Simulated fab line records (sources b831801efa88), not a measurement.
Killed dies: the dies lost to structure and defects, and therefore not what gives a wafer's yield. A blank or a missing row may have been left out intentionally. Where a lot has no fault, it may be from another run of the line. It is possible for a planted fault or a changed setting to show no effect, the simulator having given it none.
A lot that was struck, set against a sound lot	flow gf180mcu	15 steps out of a route of 602
Sound: the wafers L888.2, L888.4, L888.6. Wafers L910.1, L910.3, L910.4 were the ones struck. Last of all comes the cause.
Per side, at each step with rows, come the tool, then ch with its chambers, and then its first start. Under that, the readings that differ: sound wafers	struck wafers	difference of the means	sigmas: that difference in standard deviations of wafers without a fault.
alike: same words and numbers on both sides, and readings whose means sit less than 2 such deviations apart. not compared: any withheld reading, any reading some wafer has no value for, any bound like >300 that may hide the same value, and any number with overlapping values for which the record gives no deviation.
Wherever a step has rows on one side only, a row that says differs or no value, or a row with sigmas, the two part there. Numbers that have no deviation but don't overlap get no sigmas and don't part them. A reading that every wafer of one side lacks parts them only if that side has two wafers or more.

GF_VT_IMPLANT_OVL_MEAS_29:
  struck on overlay-01, day 12 20:58; sound on overlay-02, day 6 20:07
  alike: VT_IMPLANT_02_OVL
following that, these wafers have no rows for 1 step: GF_VT_IMPLANT_IMPLANT_30.
GF_VT_IMPLANT_STRIP_31: strips in O2/N2.
  sound on plasma asher-03 ch 0,1, day 6 20:18; struck on plasma asher-01 ch 0,1, day 12 21:09
  alike: drypump motor current A, heater power w, oes product au, strip time to endpoint s
  not compared: rf hours counter h
GF_VT_IMPLANT_TW_MEAS_32:
  struck on film metro-03, day 12 21:15; sound on film metro-02, day 6 20:25
  alike: VT_IMPLANT_3_TW
then, 7 steps without rows for these wafers: GF_VT_IMPLANT_DEHYDRATE_33 (time 60 s); GF_VT_IMPLANT_HMDS_34 (prime time 60 s); GF_VT_IMPLANT_COAT_35 (resist thk 1000 nm); GF_VT_IMPLANT_SOFTBAKE_36 (time 60 s); GF_VT_IMPLANT_EXPOSE_37 (exposes mask Nwell HV AREA, target cd 860 nm); GF_VT_IMPLANT_PEB_38; GF_VT_IMPLANT_DEVELOP_39 (develop time 60 s).
GF_VT_IMPLANT_OVL_MEAS_40:
  struck on overlay-02, day 13 17:23; sound on overlay-02, day 7 12:12
  alike: VT_IMPLANT_03_OVL
GF_VT_IMPLANT_IMPLANT_41:
  sound on implanter-02 ch 0, day 7 12:15; struck on implanter-02 ch 0, day 13 17:25
reading	sound	struck	difference	sigmas
beam energy keV	69.999 70.040 70.015	66.672 66.707 66.711	-3.321	-99 or more
model.implant.rp nm (nm)	43.26 43.26 43.26	41.75 41.75 41.75	-1.51	
model.implant.drp nm (nm)	18.17 18.17 18.17	17.52 17.52 17.52	-0.65	
GF_VT_IMPLANT_STRIP_42: strips in O2/N2.
  sound on plasma asher-01 ch 0,1, day 7 12:23; struck on plasma asher-01 ch 0,1, day 13 17:34
  alike: drypump motor current A, heater power w, oes product au, strip time to endpoint s
  not compared: rf hours counter h
following that, these wafers have no rows for 1 step: GF_PASSIVATION_PROBE_99.

== WHERE THEY PART ==
Within this record, at GF_VT_IMPLANT_IMPLANT_41 only. Later steps at which nothing parts them and some readings are alike: GF_VT_IMPLANT_STRIP_42.

WHY: whatever the simulator had introduced
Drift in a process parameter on implanter-02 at GF_VT_IMPLANT_IMPLANT_41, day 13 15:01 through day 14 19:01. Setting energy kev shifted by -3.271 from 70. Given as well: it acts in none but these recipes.
